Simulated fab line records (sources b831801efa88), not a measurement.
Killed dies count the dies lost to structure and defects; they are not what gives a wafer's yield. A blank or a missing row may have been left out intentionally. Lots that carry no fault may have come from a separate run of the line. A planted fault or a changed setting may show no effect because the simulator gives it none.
Code-filled problem report in 8D (eight disciplines) form -- flow gf180mcu -- the parts of the form that need people (team, actions taken, sign-off) are left out

== 1. WHAT WENT WRONG ==
V3_CVD_00_THK at GF_V3_THK_MEAS_01 reads a mean of 301 nm on 1 wafer of 1 lot; wafers without a fault read 602 nm with a standard deviation of 5.3. Measured from the usual mean, that is -57 standard deviations.
First observed at day 24 13:25: wafer L814.2, on film metro-04. Wafers with a number at this step in the record: 33, from 11 lots. Rule for "out", or "out of limits": more than 4 standard deviations from the usual mean. All remaining wafers that have a number are taken as sound.

== 2. WHAT IT IS, AND WHAT IT ISN'T ==
question,is,is not
which readings at this step,V3_CVD_00_THK,-
which lots,L814,"L805, L808, L809, L810, L811, L824, L825, L826, L827, L828"
which wafers of those lots,L814.2,"L814.5, L814.6"
read on which gauges,film metro-04,"film metro-01, film metro-02"
when,from day 24 13:25,"up to then (17 sound wafers); but 15 sound wafers of L824, L825, L826, L827, L828 came after"

== 3. SUSPECTS, AND WHAT RULES EACH OUT ==
Counting: a tool at a process step up to the reading stays a suspect if it ran every lot that is out. Sound lots after the first of them don't rule it out here, since some wafers of a struck lot are sound.
- the gauge at GF_V3_THK_MEAS_01 is ruled out. All the wafers that are out were read on film metro-04, but those of them that GF_V3_CVD_00 has rows for are out there too, on other tools.
- plasma asher-04 at GF_V2_STRIP_18 (strips in O2/N2): kept. It ran the lot that is out, L814 (day 23 12:29).
- pvd sputter-02 at GF_M3_SPUTTER_00 (material Ti, target thk 37.5 nm, time 150 s): kept. It ran the lot that is out, L814 (day 23 13:43); its last sound lot up to then is L810 (day 22 03:12).
- plasma asher-04 at GF_M3_STRIP_17 (strips in O2/N2): kept. It ran the lot that is out, L814 (day 24 12:47); its last sound lot up to then is L805 (day 21 13:29).
- hdpcvd-01 at GF_V3_CVD_00 (deposits SiO2, target thk 600 nm, time 100 s): kept. It ran the lot that is out, L814 (day 24 13:19); its last sound lot up to then is L811 (day 23 14:46). Its own readings are out on those wafers: sih4 flow sccm.
- In hdpcvd-01 at GF_V3_CVD_00, the wafers that are out were processed in chamber 2 and their sound lot-mates in chambers 0, 1.
Left after counting: plasma asher-04 at GF_V2_STRIP_18, pvd sputter-02 at GF_M3_SPUTTER_00, plasma asher-04 at GF_M3_STRIP_17, hdpcvd-01 at GF_V3_CVD_00.

== 4. THE CAUSE (what the simulator had put in) ==
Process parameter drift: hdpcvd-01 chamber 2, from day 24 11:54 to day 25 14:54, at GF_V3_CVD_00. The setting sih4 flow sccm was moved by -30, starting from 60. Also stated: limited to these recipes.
4 suspects survive the count, and this tool is in that group.

== 5. THE EFFECT CHAIN, in route order ==
Each row: a reading whose mean over the struck wafers that have a number lies more than 3 standard deviations from the usual. Readings are gone through only where the record gives a usual standard deviation; hours: the median, over the lots, of the time from a lot's start at the first step in this table giving one to that lot's start at this step; sigmas: the change measured in usual standard deviations.
hours,step,reading,usual,on struck wafers,change,sigmas
0,GF_V3_CVD_00,sih4 flow sccm,59.99 sccm,29.79,-30.20,-99 or more
0,GF_V3_THK_MEAS_01,V3_CVD_00_THK,602 nm,301,-301,-57
Process steps it contains:
- GF_V3_CVD_00: deposits SiO2, target thk 600 nm, time 100 s.

== 6. WHAT WOULD HAVE CAUGHT IT SOONER ==
The first out-of-limits reading at a measuring or inspecting step in this record came at day 24 13:25, 2 hours after the fault's start at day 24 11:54.
At GF_V3_CVD_00, the tool's own readings (sih4 flow sccm) were out on each struck wafer the step has a row for, so an alarm limit on them would have fired on the first such wafer.
Lots out: 1; all had begun GF_V3_CVD_00 on hdpcvd-01 by day 24 13:25. Tool hold at that time: it would have spared none of them.
